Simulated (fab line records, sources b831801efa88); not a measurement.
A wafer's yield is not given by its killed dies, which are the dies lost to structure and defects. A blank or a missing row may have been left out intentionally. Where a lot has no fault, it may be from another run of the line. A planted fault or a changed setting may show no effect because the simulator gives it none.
fab line records + flow gf180mcu
record:
- lots: 5
- wafers: 15
- last_day: 34
route steps=602 shown TOP_METAL@583 PASSIVATION@587
lots untouched by any fault: they come from a run of this same line in which no faults occurred
start_h: the number of hours between the record's first day and the start of the first shown wafer of the lot + wait_h: hours since the lot's step before + " identical to the entry in the row above + L1.1+2: one row covering several wafers at once + - no value, or no start given + * or withheld: withheld + < > ~ a bound
route shown NAME@n: names a module that has steps shown in the file, with the first one's number in the route + usual: mean/standard deviation taken from wafers without a fault + same: alike in all rows + chamber/n: place in a boat + sites: per-site readings + _std_site: how widely they spread, as a standard deviation + _edge_site: mean of outer sites minus mean of inner sites + radius_mm: how far each site lies from the wafer's centre + mask NAME#n: copy n + behind: the tool/chamber that last shaped the wafer + hold: cause of the lot's hold/its duration in hours/its outcome + device: the transistor (n, p or np) that didn't switch + end of line: the tests these same wafers got at the end of their route + a step given without rows: its recipe and nothing more + killed: dies that structure and defects cost at the first sort, which is not the same as the wafer's yield + map: the dies of a wafer, with x for killed, . for not killed, _ for no die there
set.NAME: the setting as run; set.NAME@STEP: as run at that earlier step + model.NAME: the simulator's own value behind a step, which no gauge read
a table for each step, a row for each wafer; lots at some steps of the route
services: from which hour (start_h, from the record's first day; less than 0 if before it) a tool's chamber was out of use, for how many hours, and why
== steps ==
step: GF_TOP_METAL_METAL_ETCH_16
recipe:
- chemistry: Cl2/BCl3
- mask_material: NOVOLAK
- target_depth_nm: 1197
- stop_on: SiO2
- pressure_mtorr: 8
- icp_w: 800
- bias_w: 140
- Cl2_flow_sccm: 80
- bcl3_flow_sccm: 40
- time_s: 199.5
usual:
- drypump_motor_current_A: 6.1/0.33
- oes_product_au: 0.991/0.0059
- throttle_valve_pct: 28.230/0.011
| lot.wafer | tool         | chamber | start_h | wait_h | drypump_motor_current_A | oes_product_au | rf_hours_counter_h | throttle_valve_pct |
|-----------|--------------|---------|---------|--------|-------------------------|----------------|--------------------|--------------------|
| L087.1    | rie_metal-03 | 0       | 758.14  | 0.0    | 6.0                     | 0.985          | 10                 | 28.231             |
| L087.4    | "            | 0       | "       | "      | 6.0                     | 0.983          | -                  | 28.252             |
| L087.5    | "            | 0       | "       | "      | 5.9                     | 0.976          | -                  | 28.236             |
| L090.4    | rie_metal-02 | 0       | 778.20  | 0.1    | 5.8                     | 0.994          | -                  | 28.205             |
| L090.5    | "            | 1       | "       | "      | 6.1                     | 0.989          | -                  | 28.242             |
| L090.6    | "            | 0       | "       | "      | 5.8                     | 0.994          | -                  | 28.207             |
| L092.1    | rie_metal-01 | 0       | 792.26  | 0.0    | 6.7                     | 0.995          | 16                 | 28.218             |
| L092.5    | "            | 1       | "       | "      | 6.2                     | 0.995          | -                  | 28.235             |
| L092.6    | "            | 0       | "       | "      | 6.7                     | 0.988          | -                  | 28.226             |
| L093.1    | rie_metal-02 | 0       | 794.74  | 0.0    | 5.8                     | 0.985          | 8                  | 28.234             |
| L093.4    | "            | 1       | "       | "      | 6.1                     | 0.988          | -                  | 28.225             |
| L093.5    | "            | 0       | "       | "      | 5.7                     | 0.994          | -                  | 28.224             |
| L094.2    | rie_metal-02 | 1       | 798.21  | 0.0    | 6.1                     | 0.989          | 10                 | 28.224             |
| L094.3    | "            | 0       | "       | "      | 5.8                     | 0.994          | -                  | 28.240             |
| L094.4    | "            | 1       | "       | "      | 6.1                     | 0.983          | -                  | 28.244             |
step: GF_TOP_METAL_STRIP_17
recipe:
- chemistry: O2/N2
- power_w: 1400
- pressure_mtorr: 1500
- platen_temp_c: 250
- o2_flow_sccm: 3000
- n2_flow_sccm: 300
- overash_fraction: 0.5
usual:
- drypump_motor_current_A: 5.5/0.36
- heater_power_w: 346/31
- oes_product_au: 0.711/0.0045
- strip_time_to_endpoint_s: 12.88/0.079
same:
- overash_fraction: 0.5
| lot.wafer | tool            | chamber | start_h | wait_h | drypump_motor_current_A | heater_power_w | oes_product_au | rf_hours_counter_h | strip_time_to_endpoint_s |
|-----------|-----------------|---------|---------|--------|-------------------------|----------------|----------------|--------------------|--------------------------|
| L087.1    | plasma_asher-04 | 1       | 758.65  | 0.4    | 5.6                     | 393            | 0.703          | 98                 | 12.95                    |
| L087.4    | "               | 1       | "       | "      | 5.7                     | 379            | 0.715          | -                  | 12.99                    |
| L087.5    | "               | 0       | "       | "      | 5.1                     | 357            | 0.707          | -                  | 13.05                    |
| L090.4    | plasma_asher-02 | 1       | 778.36  | 0.1    | 5.9                     | 323            | 0.712          | -                  | 12.75                    |
| L090.5    | "               | 0       | "       | "      | 5.5                     | 321            | 0.719          | -                  | 12.84                    |
| L090.6    | "               | 1       | "       | "      | 5.9                     | 326            | 0.720          | -                  | 12.77                    |
| L092.1    | plasma_asher-02 | 1       | 792.45  | 0.1    | 5.9                     | 334            | 0.705          | 66                 | 12.80                    |
| L092.5    | "               | 0       | "       | "      | 5.6                     | 325            | 0.700          | -                  | 12.81                    |
| L092.6    | "               | 1       | "       | "      | 5.9                     | 329            | 0.717          | -                  | 12.83                    |
| L093.1    | plasma_asher-03 | 0       | 794.93  | 0.1    | 6.0                     | 389            | 0.711          | 5                  | 12.93                    |
| L093.4    | "               | 1       | "       | "      | 4.8                     | 289            | 0.709          | -                  | 12.91                    |
| L093.5    | "               | 1       | "       | "      | 4.8                     | 303            | 0.706          | -                  | 12.81                    |
| L094.2    | plasma_asher-02 | 1       | 798.40  | 0.1    | 5.9                     | 328            | 0.707          | 67                 | 12.91                    |
| L094.3    | "               | 0       | "       | "      | 5.5                     | 329            | 0.710          | -                  | 12.87                    |
| L094.4    | "               | 1       | "       | "      | 5.9                     | 322            | 0.716          | -                  | 12.95                    |
step: GF_TOP_METAL_STRIP_18
recipe:
- chemistry: post_etch_residue_remover
- time_s: 1200
- temp_c: 72.5
| lot.wafer  | tool         | chamber | start_h | wait_h |
|------------|--------------|---------|---------|--------|
| L087.1+4+5 | wet_bench-01 | 1       | 758.75  | 0.1    |
| L090.4+5+6 | wet_bench-01 | 0       | 778.43  | 0.0    |
| L092.1+5+6 | wet_bench-02 | 0       | 792.55  | 0.1    |
| L093.1+4+5 | wet_bench-01 | 3       | 795.03  | 0.1    |
| L094.2+3+4 | wet_bench-03 | 2       | 798.50  | 0.1    |
step: GF_TOP_METAL_CLEAN_19
recipe:
- chemistry: DIW
- dry: n2_spin
| lot.wafer  | tool         | chamber | start_h | wait_h |
|------------|--------------|---------|---------|--------|
| L087.1+4+5 | wet_bench-03 | 3       | 759.12  | 0.0    |
| L090.4+5+6 | wet_bench-03 | 1       | 778.77  | 0.0    |
| L092.1+5+6 | wet_bench-02 | 2       | 792.89  | 0.0    |
| L093.1+4+5 | wet_bench-03 | 3       | 795.71  | 0.0    |
| L094.2+3+4 | wet_bench-01 | 1       | 798.84  | 0.0    |
step: GF_PASSIVATION_CVD_00
recipe:
- material: SiO2
- target_thk_nm: 1000
- precursor: TEOS
- temp_c: 400
- time_s: 111.95
- rf_w: 600
usual:
- heater_power_w: 658/110
| lot.wafer | tool     | chamber | start_h | wait_h | heater_power_w |
|-----------|----------|---------|---------|--------|----------------|
| L087.1    | pecvd-01 | 0       | 759.21  | 0.0    | 651            |
| L087.4    | "        | 0       | "       | "      | 688            |
| L087.5    | "        | 2       | "       | "      | 442            |
| L090.4    | pecvd-04 | 0       | 778.90  | 0.0    | 650            |
| L090.5    | "        | 1       | "       | "      | 705            |
| L090.6    | "        | 2       | "       | "      | 886            |
| L092.1    | pecvd-03 | 1       | 792.99  | 0.0    | 720            |
| L092.5    | "        | 0       | "       | "      | 586            |
| L092.6    | "        | 1       | "       | "      | 780            |
| L093.1    | pecvd-04 | 1       | 795.80  | 0.0    | 698            |
| L093.4    | "        | 2       | "       | "      | 722            |
| L093.5    | "        | 1       | "       | "      | 574            |
| L094.2    | pecvd-04 | 1       | 799.04  | 0.0    | 670            |
| L094.3    | "        | 0       | "       | "      | 679            |
| L094.4    | "        | 1       | "       | "      | 707            |
step: GF_PASSIVATION_THK_MEAS_01
recipe:
- reads: SiO2_of_PASSIVATION_CVD_00
usual:
- PASSIVATION_CVD_00_THK: 1001/13
| lot.wafer | tool          | chamber | start_h | wait_h | PASSIVATION_CVD_00_THK[nm] |
|-----------|---------------|---------|---------|--------|----------------------------|
| L087.1    | film_metro-03 | -       | 759.29  | 0.0    | 1007                       |
| L087.4    | "             | -       | "       | "      | 1033                       |
| L087.5    | "             | -       | "       | "      | 1017                       |
| L090.4    | film_metro-04 | -       | 778.97  | 0.0    | 1010                       |
| L090.5    | "             | -       | "       | "      | 1016                       |
| L090.6    | "             | -       | "       | "      | 1009                       |
| L092.1    | film_metro-04 | -       | 793.06  | 0.0    | 999                        |
| L092.5    | "             | -       | "       | "      | 1023                       |
| L092.6    | "             | -       | "       | "      | 1004                       |
| L093.1    | film_metro-03 | -       | 795.88  | 0.0    | 990                        |
| L093.4    | "             | -       | "       | "      | 1021                       |
| L093.5    | "             | -       | "       | "      | 1015                       |
| L094.2    | film_metro-03 | -       | 799.13  | 0.0    | 998                        |
| L094.3    | "             | -       | "       | "      | 992                        |
| L094.4    | "             | -       | "       | "      | 1008                       |
step: GF_PASSIVATION_CVD_02
recipe:
- material: Si3N4
- target_thk_nm: 700
- time_s: 486.18
- temp_c: 400
- rf_w: 450
usual:
- heater_power_w: 737/94
| lot.wafer | tool     | chamber | start_h | wait_h | heater_power_w |
|-----------|----------|---------|---------|--------|----------------|
| L087.1    | pecvd-03 | 0       | 759.35  | 0.1    | 711            |
| L087.4    | "        | 0       | "       | "      | 735            |
| L087.5    | "        | 2       | "       | "      | 719            |
| L090.4    | pecvd-03 | 1       | 779.14  | 0.2    | 697            |
| L090.5    | "        | 2       | "       | "      | 861            |
| L090.6    | "        | 0       | "       | "      | 640            |
| L092.1    | pecvd-01 | 1       | 793.12  | 0.1    | 674            |
| L092.5    | "        | 1       | "       | "      | 701            |
| L092.6    | "        | 0       | "       | "      | 654            |
| L093.1    | pecvd-01 | 0       | 795.94  | 0.1    | 756            |
| L093.4    | "        | 2       | "       | "      | 558            |
| L093.5    | "        | 1       | "       | "      | 705            |
| L094.2    | pecvd-01 | 2       | 799.18  | 0.0    | 617            |
| L094.3    | "        | 1       | "       | "      | 591            |
| L094.4    | "        | 2       | "       | "      | 475            |
step: GF_PASSIVATION_THK_MEAS_03
recipe:
- reads: Si3N4_of_PASSIVATION_CVD_02
usual:
- PASSIVATION_CVD_02_THK: 701/9.2
| lot.wafer | tool          | chamber | start_h | wait_h | PASSIVATION_CVD_02_THK[nm] |
|-----------|---------------|---------|---------|--------|----------------------------|
| L087.1    | film_metro-03 | -       | 759.78  | 0.3    | 694                        |
| L087.4    | "             | -       | "       | "      | 717                        |
| L087.5    | "             | -       | "       | "      | 711                        |
| L090.4    | film_metro-01 | -       | 779.32  | 0.0    | 722                        |
| L090.5    | "             | -       | "       | "      | 704                        |
| L090.6    | "             | -       | "       | "      | 706                        |
| L092.1    | film_metro-04 | -       | 793.41  | 0.1    | 687                        |
| L092.5    | "             | -       | "       | "      | 696                        |
| L092.6    | "             | -       | "       | "      | 709                        |
| L093.1    | film_metro-04 | -       | 796.23  | 0.1    | 691                        |
| L093.4    | "             | -       | "       | "      | 693                        |
| L093.5    | "             | -       | "       | "      | 693                        |
| L094.2    | film_metro-03 | -       | 799.48  | 0.2    | 692                        |
| L094.3    | "             | -       | "       | "      | 685                        |
| L094.4    | "             | -       | "       | "      | 698                        |
step: GF_PASSIVATION_DEHYDRATE_04
recipe:
- temp_c: 200
- time_s: 60
usual:
- plate_temp_C: 200.03/0.15
| lot.wafer | tool           | chamber | start_h | wait_h | plate_temp_C |
|-----------|----------------|---------|---------|--------|--------------|
| L087.1    | litho_track-01 | 0       | 766.50  | 6.7    | 199.75       |
| L087.4    | "              | 0       | "       | "      | 199.97       |
| L087.5    | "              | 0       | "       | "      | 200.12       |
| L090.4    | litho_track-01 | 0       | 786.12  | 6.8    | 200.15       |
| L090.5    | "              | 0       | "       | "      | 199.93       |
| L090.6    | "              | 0       | "       | "      | 200.04       |
| L092.1    | litho_track-04 | 0       | 800.43  | 7.0    | 200.29       |
| L092.5    | "              | 0       | "       | "      | 199.82       |
| L092.6    | "              | 0       | "       | "      | 199.71       |
| L093.1    | litho_track-02 | 0       | 803.00  | 6.8    | 200.28       |
| L093.4    | "              | 0       | "       | "      | 199.94       |
| L093.5    | "              | 0       | "       | "      | 200.21       |
| L094.2    | litho_track-02 | 0       | 806.08  | 6.6    | 200.33       |
| L094.3    | "              | 0       | "       | "      | 199.97       |
| L094.4    | "              | 0       | "       | "      | 200.02       |
step: GF_PASSIVATION_HMDS_05
recipe:
- prime_time_s: 60
- prime_temp_c: 120
| lot.wafer  | tool           | chamber | start_h | wait_h |
|------------|----------------|---------|---------|--------|
| L087.1+4+5 | litho_track-01 | 0       | 766.65  | 0.1    |
| L090.4+5+6 | litho_track-01 | 0       | 786.27  | 0.1    |
| L092.1+5+6 | litho_track-04 | 0       | 800.58  | 0.1    |
| L093.1+4+5 | litho_track-02 | 0       | 803.15  | 0.1    |
| L094.2+3+4 | litho_track-02 | 0       | 806.23  | 0.1    |
step: GF_PASSIVATION_COAT_06
recipe:
- spin_rpm: 2000
- resist_thk_nm: 4000
| lot.wafer  | tool           | chamber | start_h | wait_h |
|------------|----------------|---------|---------|--------|
| L087.1+4+5 | litho_track-01 | 0       | 766.80  | 0.1    |
| L090.4+5+6 | litho_track-01 | 0       | 786.42  | 0.1    |
| L092.1+5+6 | litho_track-04 | 0       | 800.73  | 0.1    |
| L093.1+4+5 | litho_track-02 | 0       | 803.30  | 0.1    |
| L094.2+3+4 | litho_track-02 | 0       | 806.38  | 0.1    |
step: GF_PASSIVATION_SOFTBAKE_07
recipe:
- temp_c: 110
- time_s: withheld
usual:
- plate_temp_C: 110.02/0.13
| lot.wafer | tool           | chamber | start_h | wait_h | plate_temp_C |
|-----------|----------------|---------|---------|--------|--------------|
| L087.1    | litho_track-01 | 0       | 766.95  | 0.1    | 110.10       |
| L087.4    | "              | 0       | "       | "      | 110.14       |
| L087.5    | "              | 0       | "       | "      | 110.07       |
| L090.4    | litho_track-01 | 0       | 786.60  | 0.1    | 110.17       |
| L090.5    | "              | 0       | "       | "      | 110.13       |
| L090.6    | "              | 0       | "       | "      | 110.04       |
| L092.1    | litho_track-04 | 0       | 800.88  | 0.1    | 110.14       |
| L092.5    | "              | 0       | "       | "      | 110.06       |
| L092.6    | "              | 0       | "       | "      | 110.06       |
| L093.1    | litho_track-02 | 0       | 803.45  | 0.1    | 109.64       |
| L093.4    | "              | 0       | "       | "      | 110.04       |
| L093.5    | "              | 0       | "       | "      | 109.94       |
| L094.2    | litho_track-02 | 0       | 806.54  | 0.1    | 109.90       |
| L094.3    | "              | 0       | "       | "      | 109.93       |
| L094.4    | "              | 0       | "       | "      | 110.09       |
step: GF_PASSIVATION_EXPOSE_08
recipe:
- mask_id: Pad
- target_cd_nm: 40000
- na: 0.57
- dose_mj: 310
usual:
- focus_offset_nm: 0.0/0.52
| lot.wafer | tool             | chamber | start_h | wait_h | mask  | focus_offset_nm |
|-----------|------------------|---------|---------|--------|-------|-----------------|
| L087.1    | iline_stepper-02 | 0       | -       | -      | Pad#0 | -0.6            |
| L087.4    | "                | 0       | "       | "      | Pad#0 | -1.2            |
| L087.5    | "                | 0       | "       | "      | Pad#0 | -0.1            |
| L090.4    | iline_stepper-02 | 0       | -       | -      | Pad#0 | -0.1            |
| L090.5    | "                | 0       | "       | "      | Pad#0 | 0.0             |
| L090.6    | "                | 0       | "       | "      | Pad#0 | -0.9            |
| L092.1    | iline_stepper-01 | 0       | -       | -      | Pad#0 | 1.0             |
| L092.5    | "                | 0       | "       | "      | Pad#0 | 0.8             |
| L092.6    | "                | 0       | "       | "      | Pad#0 | 0.5             |
| L093.1    | iline_stepper-02 | 0       | -       | -      | Pad#0 | 0.1             |
| L093.4    | "                | 0       | "       | "      | Pad#0 | 0.4             |
| L093.5    | "                | 0       | "       | "      | Pad#0 | 0.3             |
| L094.2    | iline_stepper-01 | 0       | -       | -      | Pad#0 | 1.0             |
| L094.3    | "                | 0       | "       | "      | Pad#0 | 0.2             |
| L094.4    | "                | 0       | "       | "      | Pad#0 | 0.9             |
step: GF_PASSIVATION_PEB_09
recipe:
- temp_c: 115
- time_s: withheld
usual:
- plate_temp_C: 115.00/0.13
| lot.wafer | tool           | chamber | start_h | wait_h | plate_temp_C |
|-----------|----------------|---------|---------|--------|--------------|
| L087.1    | litho_track-04 | 0       | -       | -      | 114.99       |
| L087.4    | "              | 0       | "       | "      | 114.98       |
| L087.5    | "              | 0       | "       | "      | 114.94       |
| L090.4    | litho_track-04 | 0       | -       | -      | 114.89       |
| L090.5    | "              | 0       | "       | "      | 115.12       |
| L090.6    | "              | 0       | "       | "      | 115.07       |
| L092.1    | litho_track-01 | 0       | -       | -      | 115.21       |
| L092.5    | "              | 0       | "       | "      | 115.23       |
| L092.6    | "              | 0       | "       | "      | 115.13       |
| L093.1    | litho_track-04 | 0       | -       | -      | 115.15       |
| L093.4    | "              | 0       | "       | "      | 114.98       |
| L093.5    | "              | 0       | "       | "      | 115.06       |
| L094.2    | litho_track-02 | 0       | -       | -      | 114.79       |
| L094.3    | "              | 0       | "       | "      | 114.93       |
| L094.4    | "              | 0       | "       | "      | 114.86       |
step: GF_PASSIVATION_DEVELOP_10
recipe:
- develop_time_s: 60
- dev_temp_c: 23
| lot.wafer  | tool           | chamber | start_h | wait_h |
|------------|----------------|---------|---------|--------|
| L087.1+4+5 | litho_track-04 | 0       | -       | -      |
| L090.4+5+6 | litho_track-04 | 0       | -       | -      |
| L092.1+5+6 | litho_track-01 | 0       | -       | -      |
| L093.1+4+5 | litho_track-04 | 0       | -       | -      |
| L094.2+3+4 | litho_track-02 | 0       | -       | -      |
step: GF_PASSIVATION_ETCH_11
recipe:
- chemistry: CF4/O2
- target_depth_nm: 2040
- stop_on: TiN
- source_w: 800
- bias_w: 150
- pressure_mtorr: 150
- cf4_flow_sccm: 80
- O2_flow_sccm: 10
- time_s: 453.3
usual:
- drypump_motor_current_A: 6.0/0.44
- oes_product_au: 0.991/0.0061
- throttle_valve_pct: 5.968/0.0092
| lot.wafer | tool        | chamber | start_h | wait_h | drypump_motor_current_A | oes_product_au | rf_hours_counter_h | throttle_valve_pct |
|-----------|-------------|---------|---------|--------|-------------------------|----------------|--------------------|--------------------|
| L087.1    | rie_diel-01 | 2       | 775.83  | -      | 6.2                     | 0.990          | 22                 | 5.965              |
| L087.4    | "           | 3       | "       | "      | 6.1                     | 0.988          | -                  | 5.959              |
| L087.5    | "           | 1       | "       | "      | 6.4                     | 0.989          | -                  | 5.957              |
| L090.4    | rie_diel-01 | 3       | 795.07  | -      | 6.2                     | 0.993          | -                  | 5.970              |
| L090.5    | "           | 0       | "       | "      | 5.5                     | 1.001          | -                  | 5.972              |
| L090.6    | "           | 1       | "       | "      | 6.3                     | 0.996          | -                  | 5.972              |
| L092.1    | rie_diel-01 | 3       | 808.85  | -      | 6.1                     | 1.001          | 60                 | 5.978              |
| L092.5    | "           | 3       | "       | "      | 6.1                     | 0.994          | -                  | 5.968              |
| L092.6    | "           | 0       | "       | "      | 5.4                     | 0.985          | -                  | 5.966              |
| L093.1    | rie_diel-03 | 1       | 811.23  | -      | 5.8                     | 0.977          | 4                  | 5.971              |
| L093.4    | "           | 2       | "       | "      | 5.2                     | 0.995          | 20                 | 5.955              |
| L093.5    | "           | 2       | "       | "      | 5.2                     | 0.990          | -                  | 5.969              |
| L094.2    | rie_diel-01 | 1       | 814.45  | -      | 6.4                     | 0.997          | 14                 | 5.956              |
| L094.3    | "           | 2       | "       | "      | 6.2                     | 0.991          | 24                 | 5.963              |
| L094.4    | "           | 0       | "       | "      | 5.4                     | 0.993          | -                  | 5.968              |
step: GF_PASSIVATION_STRIP_12
recipe:
- chemistry: O2/N2
- power_w: 1400
- pressure_mtorr: 1500
- platen_temp_c: 250
- o2_flow_sccm: 3000
- n2_flow_sccm: 300
- overash_fraction: 0.5
usual:
- drypump_motor_current_A: 5.7/0.35
- heater_power_w: 335/29
- oes_product_au: 0.718/0.0043
- strip_time_to_endpoint_s: 32.87/0.23
same:
- overash_fraction: 0.5
| lot.wafer | tool            | chamber | start_h | wait_h | drypump_motor_current_A | heater_power_w | oes_product_au | rf_hours_counter_h | strip_time_to_endpoint_s |
|-----------|-----------------|---------|---------|--------|-------------------------|----------------|----------------|--------------------|--------------------------|
| L087.1    | plasma_asher-02 | 0       | 776.10  | 0.1    | 5.6                     | 326            | 0.714          | 65                 | 33.06                    |
| L087.4    | "               | 1       | "       | "      | 5.9                     | 335            | 0.719          | -                  | 32.84                    |
| L087.5    | "               | 0       | "       | "      | 5.5                     | 321            | 0.729          | -                  | 32.48                    |
| L090.4    | plasma_asher-01 | 1       | 795.23  | 0.0    | 5.7                     | 352            | 0.716          | -                  | 32.95                    |
| L090.5    | "               | 1       | "       | "      | 5.7                     | 350            | 0.721          | -                  | 32.84                    |
| L090.6    | "               | 0       | "       | "      | 5.9                     | 312            | 0.715          | -                  | 32.71                    |
| L092.1    | plasma_asher-01 | 1       | 809.12  | 0.1    | 5.7                     | 359            | 0.713          | 39                 | 32.90                    |
| L092.5    | "               | 0       | "       | "      | 5.9                     | 310            | 0.719          | -                  | 32.89                    |
| L092.6    | "               | 1       | "       | "      | 5.7                     | 351            | 0.720          | -                  | 33.00                    |
| L093.1    | plasma_asher-03 | 1       | 811.50  | 0.1    | 4.9                     | 299            | 0.722          | 7                  | 33.43                    |
| L093.4    | "               | 0       | "       | "      | 5.9                     | 393            | 0.706          | -                  | 33.05                    |
| L093.5    | "               | 0       | "       | "      | 6.0                     | 389            | 0.715          | -                  | 32.89                    |
| L094.2    | plasma_asher-01 | 1       | 814.72  | 0.1    | 5.7                     | 356            | 0.725          | 39                 | 32.65                    |
| L094.3    | "               | 1       | "       | "      | 5.7                     | 363            | 0.719          | -                  | 33.27                    |
| L094.4    | "               | 0       | "       | "      | 5.9                     | 318            | 0.712          | -                  | 32.96                    |
step: GF_PASSIVATION_ANNEAL_13
recipe:
- temp_c: 400
- time_s: 1800
- ambient: N2/H2
- idle_temp_c: 300
- ramp_up_c_per_min: 10
- ramp_down_c_per_min: 3
usual:
- spike_tc_upper_C: 399.1/1.4
| lot.wafer | tool       | chamber | start_h | wait_h | spike_tc_upper_C |
|-----------|------------|---------|---------|--------|------------------|
| L087.1    | furnace-02 | 0       | 776.20  | 0.1    | 401.7            |
| L087.4    | "          | 0       | "       | "      | 399.7            |
| L087.5    | "          | 0       | "       | "      | 400.9            |
| L090.4    | furnace-01 | 0       | 795.30  | 0.0    | 398.4            |
| L090.5    | "          | 0       | "       | "      | 398.3            |
| L090.6    | "          | 0       | "       | "      | 397.6            |
| L092.1    | furnace-01 | 0       | 809.22  | 0.1    | 397.9            |
| L092.5    | "          | 0       | "       | "      | 397.7            |
| L092.6    | "          | 0       | "       | "      | 396.5            |
| L093.1    | furnace-02 | 0       | 811.60  | 0.1    | 399.7            |
| L093.4    | "          | 0       | "       | "      | 398.2            |
| L093.5    | "          | 0       | "       | "      | 399.2            |
| L094.2    | furnace-01 | 0       | 814.82  | 0.1    | 397.7            |
| L094.3    | "          | 0       | "       | "      | 399.0            |
| L094.4    | "          | 0       | "       | "      | 398.0            |
step: GF_PASSIVATION_BOW_MEAS_14
recipe:
- mode: bow
usual:
- PASSIVATION_BOW: 135/9.4
| lot.wafer | tool          | chamber | start_h | wait_h | PASSIVATION_BOW[um] |
|-----------|---------------|---------|---------|--------|---------------------|
| L087.1    | film_metro-04 | -       | 777.70  | 0.0    | 141                 |
| L087.4    | "             | -       | "       | "      | 141                 |
| L087.5    | "             | -       | "       | "      | 143                 |
| L090.4    | film_metro-04 | -       | 796.86  | 0.1    | 137                 |
| L090.5    | "             | -       | "       | "      | 134                 |
| L090.6    | "             | -       | "       | "      | 131                 |
| L092.1    | film_metro-03 | -       | 810.72  | 0.0    | 131                 |
| L092.5    | "             | -       | "       | "      | 120                 |
| L092.6    | "             | -       | "       | "      | 127                 |
| L093.1    | film_metro-04 | -       | 813.10  | 0.0    | 125                 |
| L093.4    | "             | -       | "       | "      | 139                 |
| L093.5    | "             | -       | "       | "      | 128                 |
| L094.2    | film_metro-04 | -       | 816.34  | 0.0    | 147                 |
| L094.3    | "             | -       | "       | "      | 141                 |
| L094.4    | "             | -       | "       | "      | 144                 |
== services ==
| tool             | chamber | start_h | hours | kind           |
|------------------|---------|---------|-------|----------------|
| plasma_asher-03  | -       | 734.81  | 9.0   | pm             |
| pecvd-03         | 0       | 740.86  | 8.1   | repair         |
| rie_diel-03      | 1       | 741.24  | 9.3   | repair         |
| furnace-01       | -       | 741.24  | 4.7   | pm             |
| rie_diel-01      | 0       | 743.71  | 24.2  | repair         |
| rie_metal-03     | 1       | 746.70  | 11.4  | repair         |
| furnace-01       | -       | 749.80  | 5.8   | pm             |
| pecvd-03         | 1       | 753.53  | 9.1   | repair         |
| iline_stepper-02 | -       | 753.85  | 1.0   | repair         |
| plasma_asher-03  | -       | 760.92  | 0.3   | repair         |
| rie_diel-01      | 0       | 767.93  | -     | clean          |
| rie_diel-01      | 0       | 767.93  | 18.6  | scheduled_down |
| rie_diel-01      | 0       | 767.93  | 18.6  | vent_cycle     |
| rie_diel-03      | 1       | 785.52  | 3.7   | repair         |
| plasma_asher-02  | -       | 785.57  | 4.3   | pm             |
| rie_diel-01      | 2       | 786.25  | 13.9  | repair         |
| plasma_asher-04  | -       | 791.67  | 6.6   | repair         |
| furnace-02       | -       | 798.05  | 3.8   | pm             |
| pecvd-04         | -       | 799.38  | 14.0  | pm             |
| pecvd-04         | 0       | 799.38  | 14.0  | vent_cycle     |
| rie_diel-01      | 0       | 806.41  | 1.2   | repair         |
| rie_diel-01      | 3       | 809.15  | 4.6   | repair         |
| iline_stepper-01 | -       | 810.78  | 1.7   | pm             |
| rie_diel-01      | 3       | 813.73  | -     | clean          |
== key ==
fault none
